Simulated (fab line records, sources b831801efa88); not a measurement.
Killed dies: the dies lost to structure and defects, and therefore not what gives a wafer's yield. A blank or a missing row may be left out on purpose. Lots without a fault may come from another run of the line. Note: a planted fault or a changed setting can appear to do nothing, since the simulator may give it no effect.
fab line records    flow sky130
[record] lots = 11  wafers = 33  last-day = 50
route steps=708 shown METAL3@569 VIA3@589 METAL4@598 PAD_OPEN@708
lots that met no fault: from a run of the same line without faults
start-h: hours from the record's opening day to when the first of the lot's shown wafers began    wait-h: hours since the lot's step before    " identical to the entry in the row above    L1.1+2: one row covering several wafers at once    - no value, or no start was given    * or withheld: withheld    < > ~ a bound
route shown NAME@n: NAME is a module with steps in the file, n the number in the route of the first one    usual: mean/standard deviation taken from wafers without a fault    same: alike in all rows    chamber/n: place in a boat    sites: each site's reading    _std_site: standard deviation across them    _edge_site: outer sites' mean less inner sites'    radius-mm: how far each site lies from the wafer's centre    mask NAME#n: copy n    behind: the last tool/chamber to shape the wafer    hold: why the lot was held/for how many hours/how that ended    device: the n, p or np transistor that did not switch    end of line: the tests these same wafers got at the end of their route    for a step that has no rows: nothing shown but its recipe    killed: dies lost to structure and defects at the first sort, not the wafer's yield    map: dies across one wafer; x = killed, . = not, _ = none there
set.NAME: the run value of the setting; set.NAME@STEP: its run value at that earlier step    model.NAME: the simulator's own value behind a step, which no gauge read
steps of the route over a sample of lots; a table a step, a row a wafer
services: a tool's chamber out of use, with start hour (start-h, from the record's first day; less than 0 if before it), hours out, and reason
[[steps]]
[step SKY_METAL3_STRIP_19]
[recipe] chemistry = O2/N2  power-w = 1400  pressure-mtorr = 1500  platen-temp-c = withheld  o2-flow-sccm = 3000  n2-flow-sccm = 300  overash-fraction = 0.5
[usual] drypump-motor-current-A = 5.4/0.37  oes-product-au = 0.504/0.0056  strip-time-to-endpoint-s = 6.58/0.087
lot.wafer  tool             chamber  start-h  wait-h  drypump-motor-current-A  oes-product-au  rf-hours-counter-h  strip-time-to-endpoint-s
L553.1     plasma-asher-04  1        905.56   0.1     5.1                      0.509           106                 6.71
L553.4     "                1        "        "       5.2                      0.504           -                   6.69
L553.6     "                0        "        "       5.6                      0.500           -                   6.52
L555.4     plasma-asher-03  1        926.49   0.1     5.9                      0.499           -                   6.62
L555.5     "                1        "        "       5.9                      0.508           -                   6.63
L555.6     "                0        "        "       5.0                      0.504           -                   6.68
L558.2     plasma-asher-04  0        929.50   0.1     5.6                      0.495           109                 6.56
L558.3     "                0        "        "       5.6                      0.503           -                   6.54
L558.4     "                1        "        "       5.2                      0.498           -                   6.55
L557.2     plasma-asher-03  1        931.45   0.1     5.9                      0.498           83                  6.55
L557.5     "                0        "        "       5.0                      0.511           -                   6.75
L557.6     "                1        "        "       5.9                      0.502           -                   6.52
L560.1     plasma-asher-04  0        960.01   0.1     5.6                      0.499           112                 6.51
L560.4     "                1        "        "       5.1                      0.503           -                   6.60
L560.5     "                1        "        "       5.1                      0.498           -                   6.50
L569.1     plasma-asher-01  0        1014.11  0.1     4.9                      0.505           26                  6.63
L569.2     "                1        "        "       5.6                      0.514           26                  6.72
L569.4     "                0        "        "       4.9                      0.502           -                   6.61
L568.3     plasma-asher-01  0        1016.24  0.1     4.9                      0.504           -                   6.44
L568.4     "                1        "        "       5.7                      0.507           -                   6.70
L568.6     "                1        "        "       5.7                      0.511           -                   6.63
L572.1     plasma-asher-01  0        1046.95  0.1     4.9                      0.505           29                  6.59
L572.4     "                1        "        "       5.7                      0.508           -                   6.69
L572.5     "                1        "        "       5.7                      0.500           -                   6.64
L573.1     plasma-asher-03  1        1050.15  0.1     5.9                      0.505           95                  6.53
L573.3     "                0        "        "       5.0                      0.509           -                   6.53
L573.6     "                1        "        "       5.9                      0.506           -                   6.50
L575.2     plasma-asher-03  0        1054.60  0.1     5.0                      0.504           96                  6.62
L575.4     "                0        "        "       5.0                      0.497           -                   6.55
L575.6     "                1        "        "       5.9                      0.500           -                   6.50
L576.2     plasma-asher-01  0        1056.52  0.1     4.9                      0.510           30                  6.72
L576.3     "                0        "        "       4.9                      0.495           -                   6.35
L576.6     "                0        "        "       4.9                      0.498           -                   6.42
[step SKY_VIA3_STRIP_16]
[recipe] chemistry = O2/N2  power-w = 1400  pressure-mtorr = 1500  platen-temp-c = withheld  o2-flow-sccm = 3000  n2-flow-sccm = 300  overash-fraction = 0.5
[usual] drypump-motor-current-A = 5.6/0.59  oes-product-au = 0.402/0.0045  strip-time-to-endpoint-s = 4.129/0.026
lot.wafer  tool             chamber  start-h  wait-h  drypump-motor-current-A  oes-product-au  rf-hours-counter-h  strip-time-to-endpoint-s
L553.1     plasma-asher-01  0        932.24   0.0     4.9                      0.400           18                  4.138
L553.4     "                0        "        "       4.9                      0.399           -                   4.156
L553.6     "                1        "        "       5.6                      0.396           -                   4.154
L555.4     plasma-asher-01  1        952.56   0.1     5.7                      0.399           -                   4.101
L555.5     "                1        "        "       5.6                      0.402           -                   4.108
L555.6     "                0        "        "       4.9                      0.403           -                   4.129
L558.2     plasma-asher-02  0        955.63   0.0     6.8                      0.403           49                  4.139
L558.3     "                0        "        "       6.8                      0.402           -                   4.098
L558.4     "                1        "        "       5.3                      0.404           -                   4.126
L557.2     plasma-asher-04  1        957.43   0.0     5.1                      0.408           112                 4.105
L557.5     "                0        "        "       5.6                      0.402           -                   4.116
L557.6     "                1        "        "       5.1                      0.410           -                   4.129
L560.1     plasma-asher-04  0        985.24   0.0     5.6                      0.404           115                 4.120
L560.4     "                0        "        "       5.6                      0.391           -                   4.101
L560.5     "                1        "        "       5.2                      0.401           -                   4.105
L569.1     plasma-asher-04  1        1038.08  0.0     5.2                      0.401           120                 4.124
L569.2     "                0        "        "       5.6                      0.407           120                 4.153
L569.4     "                1        "        "       5.2                      0.407           -                   4.171
L568.3     plasma-asher-02  0        1040.17  0.1     6.8                      0.397           -                   4.120
L568.4     "                1        "        "       5.3                      0.400           -                   4.134
L568.6     "                0        "        "       6.8                      0.400           -                   4.102
L572.1     plasma-asher-04  0        1069.33  0.0     5.6                      0.409           0                   4.145
L572.4     "                1        "        "       5.1                      0.398           -                   4.172
L572.5     "                0        "        "       5.6                      0.405           -                   4.130
L573.1     plasma-asher-02  1        1073.44  0.0     5.3                      0.406           60                  4.133
L573.3     "                1        "        "       5.3                      0.399           -                   4.162
L573.6     "                0        "        "       6.8                      0.403           -                   4.168
L575.2     plasma-asher-04  1        1077.53  0.0     5.2                      0.412           1                   4.132
L575.4     "                1        "        "       5.2                      0.402           -                   4.146
L575.6     "                0        "        "       5.6                      0.408           -                   4.118
L576.2     plasma-asher-01  1        1079.88  0.0     5.6                      0.393           33                  4.096
L576.3     "                0        "        "       4.9                      0.404           -                   4.120
L576.6     "                1        "        "       5.6                      0.402           -                   4.078
[step SKY_METAL4_SPUTTER_00]
[recipe] material = Ti  target-thk-nm = 15  power-w = 3000  time-s = 10  chamber-pressure-pa = 0.4
[usual] throttle-valve-pct = 30.3/1.3
lot.wafer  tool            chamber  start-h  wait-h  throttle-valve-pct
L553.1     pvd-sputter-01  -        933.50   0.2     26.8
L553.4     "               -        "        "       30.4
L553.6     "               -        "        "       32.3
L555.4     pvd-sputter-01  -        953.79   0.2     30.5
L555.5     "               -        "        "       32.0
L555.6     "               -        "        "       30.4
L558.2     pvd-sputter-01  -        956.89   0.2     29.9
L558.3     "               -        "        "       30.8
L558.4     "               -        "        "       32.1
L557.2     pvd-sputter-01  -        958.69   0.1     29.9
L557.5     "               -        "        "       30.7
L557.6     "               -        "        "       32.1
L560.1     pvd-sputter-01  -        986.50   0.1     32.0
L560.4     "               -        "        "       27.2
L560.5     "               -        "        "       30.3
L569.1     pvd-sputter-01  -        1039.35  0.2     30.1
L569.2     "               -        "        "       27.2
L569.4     "               -        "        "       30.4
L568.3     pvd-sputter-03  -        1041.43  0.1     30.9
L568.4     "               -        "        "       30.3
L568.6     "               -        "        "       30.2
L572.1     pvd-sputter-01  -        1070.60  0.1     32.2
L572.4     "               -        "        "       30.1
L572.5     "               -        "        "       27.1
L573.1     pvd-sputter-02  -        1074.81  0.2     30.8
L573.3     "               -        "        "       30.2
L573.6     "               -        "        "       30.8
L575.2     pvd-sputter-02  -        1078.80  0.1     30.3
L575.4     "               -        "        "       29.9
L575.6     "               -        "        "       30.9
L576.2     pvd-sputter-01  -        1081.17  0.1     30.6
L576.3     "               -        "        "       32.2
L576.6     "               -        "        "       30.4
[step SKY_METAL4_ETCH_16]
[recipe] chemistry = N2/H2  target = BARC  ion-energy-ev = 200  bias-w = 100  pressure-mtorr = 30  n2-flow-sccm = 100  h2-flow-sccm = 200  icp-w = 500  stop-on = SiO2  time-s = 88.2  target-depth-a = 600
[usual] bias-w = 99.99/0.29  drypump-motor-current-A = 5.9/0.55  oes-product-au = 0.626/0.0047  throttle-valve-pct = 13.205/0.0091
lot.wafer  tool          chamber  start-h  wait-h  bias-w  drypump-motor-current-A  oes-product-au  rf-hours-counter-h  throttle-valve-pct
L553.1     rie-metal-02  0        983.86   0.0     99.66   6.8                      0.627           14                  13.201
L553.4     "             1        "        "       100.49  5.8                      0.632           -                   13.217
L553.6     "             1        "        "       100.26  5.8                      0.616           -                   13.216
L555.4     rie-metal-03  0        1001.90  0.0     100.32  5.1                      0.620           -                   13.203
L555.5     "             1        "        "       100.33  6.0                      0.619           -                   13.202
L555.6     "             0        "        "       99.72   5.1                      0.614           -                   13.202
L558.2     rie-metal-03  1        1005.36  0.0     100.09  6.0                      0.620           11                  13.211
L558.3     "             1        "        "       100.28  6.0                      0.627           -                   13.196
L558.4     "             0        "        "       99.63   5.1                      0.628           -                   13.206
L557.2     rie-metal-02  1        1006.36  0.0     99.81   5.8                      0.629           10                  13.207
L557.5     "             0        "        "       99.88   6.8                      0.624           -                   13.198
L557.6     "             1        "        "       100.18  5.8                      0.626           -                   13.204
L560.1     rie-metal-02  1        1033.26  0.0     100.12  5.8                      0.627           12                  13.202
L560.4     "             0        "        "       100.08  6.8                      0.634           -                   13.184
L560.5     "             0        "        "       100.39  6.8                      0.632           -                   13.177
L569.1     rie-metal-02  1        1083.86  0.0     89.03   5.8                      0.620           15                  13.213
L569.2     "             0        "        "       89.02   6.8                      0.619           20                  13.199
L569.4     "             1        "        "       88.81   5.8                      0.629           -                   13.200
L568.3     rie-metal-02  0        1084.59  0.0     88.57   6.7                      0.629           -                   13.196
L568.4     "             1        "        "       89.30   5.9                      0.628           -                   13.193
L568.6     "             0        "        "       88.70   6.7                      0.624           -                   13.198
L572.1     rie-metal-03  1        1112.19  0.1     100.28  6.0                      0.627           19                  13.214
L572.4     "             1        "        "       99.90   6.0                      0.630           -                   13.210
L572.5     "             1        "        "       100.30  6.0                      0.624           -                   13.216
L573.1     rie-metal-03  1        1116.84  0.1     100.27  6.0                      0.627           20                  13.217
L573.3     "             1        "        "       100.08  6.0                      0.632           -                   13.213
L573.6     "             1        "        "       99.38   6.0                      0.625           -                   13.210
L575.2     rie-metal-03  1        1120.66  0.0     99.59   6.0                      0.631           21                  13.202
L575.4     "             1        "        "       99.65   6.0                      0.633           -                   13.197
L575.6     "             0        "        "       100.20  5.1                      0.624           -                   13.202
L576.2     rie-metal-03  0        1122.57  0.0     99.99   5.1                      0.630           24                  13.189
L576.3     "             0        "        "       99.90   5.1                      0.624           -                   13.209
L576.6     "             1        "        "       99.55   6.0                      0.622           -                   13.216
[step SKY_PAD_OPEN_PROBE_99]
[usual] defect-limited-yield = 82.6/1.9  killed_at_M0_to_M3 = 43/7.2  killed_at_M4_up = 3.5/2  killed-at-contacts = 24/5.2  killed-at-front-end = 15/4.4  killed-at-other = 0.2/0.48  killed-dies = 85/9.4  killed-open = 46/7.3  killed-short = 39/6.1  sort_bin_3_pad_short = 0.8/0.37  sort_bin_5_function = 10.2/1.4  sort_bin_6_memory = 6.3/1.1  sort-n-pass = 407/9.4  sort-yield-pct = 82.6/1.9
[same] gross-dies = 492  killed-at-back-side = 0  sort_bin_4_leakage[%] = 0  sort_bin_8_speed[%] = 0
lot.wafer  tool       chamber  start-h  wait-h  defect-limited-yield[%]  killed_at_M0_to_M3  killed_at_M4_up  killed-at-contacts  killed-at-front-end  killed-at-other  killed-dies  killed-open  killed-short  sort_bin_3_pad_short[%]  sort_bin_5_function[%]  sort_bin_6_memory[%]  sort-n-pass  sort-yield-pct[%]
L558.2     prober-01  -        1100.77  0.1     81.9                     52                  1                27                  9                    0                89           56           33            0                        10.8                    7.3                   403          81.9
L558.3     prober-01  -        1100.82  0.2     80.7                     53                  7                19                  16                   0                95           59           36            1.0                      11.6                    6.7                   397          80.7
L558.4     prober-01  -        1100.87  0.2     85.2                     35                  6                21                  11                   0                73           38           35            1.2                      10.0                    3.7                   419          85.2
L557.2     prober-02  -        1102.27  0.1     82.7                     50                  4                19                  12                   0                85           44           41            1.2                      10.8                    5.3                   407          82.7
L557.5     prober-02  -        1102.42  0.2     82.1                     46                  4                18                  19                   1                88           48           40            1.4                      8.5                     7.9                   404          82.1
L557.6     prober-02  -        1102.47  0.2     84.1                     46                  3                12                  17                   0                78           36           42            0.8                      8.1                     6.9                   414          84.1
L560.1     prober-02  -        1123.20  0.1     82.5                     29                  9                27                  21                   0                86           49           32            0.8                      10.6                    6.1                   406          82.5
L560.4     prober-02  -        1123.35  0.2     81.5                     41                  3                28                  19                   0                91           51           39            0.6                      11.8                    6.1                   401          81.5
L560.5     prober-02  -        1123.40  0.2     83.7                     34                  3                29                  14                   0                80           42           38            1.0                      9.3                     5.9                   412          83.7
L573.1     prober-02  -        1192.27  0.1     81.9                     39                  5                28                  16                   1                89           44           45            1.6                      11.0                    5.5                   403          81.9
L573.3     prober-02  -        1192.37  0.2     81.1                     51                  4                27                  11                   0                93           57           36            0.8                      11.6                    6.5                   399          81.1
L573.6     prober-02  -        1192.52  0.2     84.3                     29                  6                30                  12                   0                77           46           31            0.4                      7.9                     7.3                   415          84.3
// killed by level:class
L558.2 VIA1:geometric-particle:open=13 VIA3:geometric-particle:open=12 LI_CONTACT:geometric-particle:open=10 CONTACT:geometric-particle:open=8 LI_CONTACT:geometric-particle:short=5 VIA3:geometric-particle:short=5 METAL1:geometric-particle:open=4 METAL1:geometric-particle:short=4
L558.3 VIA1:geometric-particle:open=14 VIA2:geometric-particle:open=12 CONTACT:geometric-particle:open=10 VIA1:geometric-particle:short=7 VIA3:geometric-particle:open=7 POLY_GATE:geometric-particle:short=6 FIELD_ISO:geometric-particle:open=5 METAL1:geometric-particle:short=5
L558.4 CONTACT:geometric-particle:open=9 FIELD_ISO:geometric-particle:short=6 METAL3:geometric-particle:short=6 VIA3:geometric-particle:open=6 VIA2:geometric-particle:open=5 VIA3:geometric-particle:short=4 LI_CONTACT:geometric-particle:open=4 VIA1:geometric-particle:open=4
L557.2 VIA1:geometric-particle:open=13 METAL1:geometric-particle:short=9 CONTACT:geometric-particle:open=7 VIA3:geometric-particle:open=7 VIA2:geometric-particle:open=6 POLY_GATE:geometric-particle:short=5 LI_CONTACT:geometric-particle:short=5 FIELD_ISO:geometric-particle:short=4
L557.5 CONTACT:geometric-particle:open=10 VIA2:geometric-particle:open=9 METAL2:geometric-particle:short=7 VIA1:geometric-particle:open=7 POLY_GATE:geometric-particle:short=6 VIA3:geometric-particle:open=6 FIELD_ISO:geometric-particle:open=5 METAL1:geometric-particle:short=5
L557.6 VIA1:geometric-particle:open=9 VIA2:geometric-particle:open=7 METAL1:geometric-particle:short=7 POLY_GATE:geometric-particle:open=6 METAL2:geometric-particle:short=6 FIELD_ISO:geometric-particle:short=5 LI_CONTACT:geometric-particle:short=4 VIA2:geometric-particle:short=4
L560.1 CONTACT:geometric-particle:open=12 VIA1:geometric-particle:open=6 METAL4:geometric-particle:short=6 FIELD_ISO:geometric-particle:open=5 FIELD_ISO:geometric-particle:short=5 LI_CONTACT:geometric-particle:open=5 METAL1:geometric-particle:short=5 METAL2:geometric-particle:short=4
L560.4 CONTACT:geometric-particle:open=14 FIELD_ISO:geometric-particle:open=7 VIA3:geometric-particle:open=7 METAL1:geometric-particle:short=6 VIA1:geometric-particle:open=6 LI_CONTACT:geometric-particle:open=5 POLY_GATE:geometric-particle:short=4 LOCAL_INTERCONNECT:geometric-particle:short=4
L560.5 CONTACT:geometric-particle:open=10 LI_CONTACT:geometric-particle:open=8 METAL1:geometric-particle:short=6 VIA3:geometric-particle:open=6 LOCAL_INTERCONNECT:geometric-particle:short=5 CONTACT:geometric-particle:short=5 FIELD_ISO:geometric-particle:open=4 FIELD_ISO:geometric-particle:short=4
L573.1 CONTACT:geometric-particle:open=10 LOCAL_INTERCONNECT:geometric-particle:short=9 VIA1:geometric-particle:open=8 VIA2:geometric-particle:open=7 POLY_GATE:geometric-particle:short=4 CONTACT:geometric-particle:short=4 METAL2:geometric-particle:short=4 VIA3:geometric-particle:open=4
L573.3 VIA1:geometric-particle:open=14 LI_CONTACT:geometric-particle:open=10 VIA3:geometric-particle:open=10 METAL1:geometric-particle:short=6 FIELD_ISO:geometric-particle:open=5 CONTACT:geometric-particle:open=5 VIA2:geometric-particle:open=5 LI_CONTACT:geometric-particle:short=4
L573.6 CONTACT:geometric-particle:open=17 VIA1:geometric-particle:open=6 LI_CONTACT:geometric-particle:open=5 METAL2:geometric-particle:short=5 LOCAL_INTERCONNECT:geometric-particle:short=4 CONTACT:geometric-particle:short=4 VIA3:geometric-particle:open=4 VIA2:geometric-particle:open=4
[[services]]
tool             chamber  start-h  hours  kind
pvd-sputter-01   -        885.11   7.9    repair
plasma-asher-04  -        890.24   4.4    repair
pvd-sputter-03   -        894.37   1.4    repair
pvd-sputter-03   -        895.22   1.1    repair
pvd-sputter-01   -        921.14   2.2    repair
pvd-sputter-02   -        942.10   84.7   repair
rie-metal-03     -        945.62   1.4    pm
rie-metal-03     -        947.72   14.6   pm
rie-metal-02     1        985.86   7.6    repair
plasma-asher-01  -        1001.40  0.4    repair
pvd-sputter-02   -        1009.48  8.0    repair
pvd-sputter-01   -        1041.24  1.4    repair
rie-metal-02     -        1048.05  2.8    pm
plasma-asher-04  -        1055.25  9.0    pm
plasma-asher-04  0        1055.25  9.0    vent-cycle
plasma-asher-04  1        1055.25  9.0    vent-cycle
pvd-sputter-01   -        1071.19  1.2    repair
pvd-sputter-03   -        1082.50  2.9    repair
rie-metal-03     0        1094.27  1.4    repair
plasma-asher-01  -        1097.69  1.8    repair
plasma-asher-01  -        1111.52  15.6   pm
rie-metal-03     0        1111.55  5.8    repair
pvd-sputter-01   -        1120.32  4.8    repair
plasma-asher-04  -        1120.79  12.1   repair
[[key]]
[first-sign] step = SKY_METAL4_ETCH_16  reading = bias-w  direction = down  sigmas = 39  usual = 99.99  struck = 88.91
effect none on later readings
met-at SKY_METAL4_ETCH_16
struck-lots L568,L569
not-acting-at SKY_METAL3_STRIP_19,SKY_VIA3_STRIP_16,SKY_METAL4_SPUTTER_00
onset-between 1033.26 1083.86
[fault] kind = process-parameter-drift  tool = rie-metal-02  chamber = -  onset-h = 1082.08  steps = SKY_METAL4_ETCH_16  channel = bias-w  offset = -10.963  shape = step  end-h = 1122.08  acts-in = these-recipes-only  stated = 100
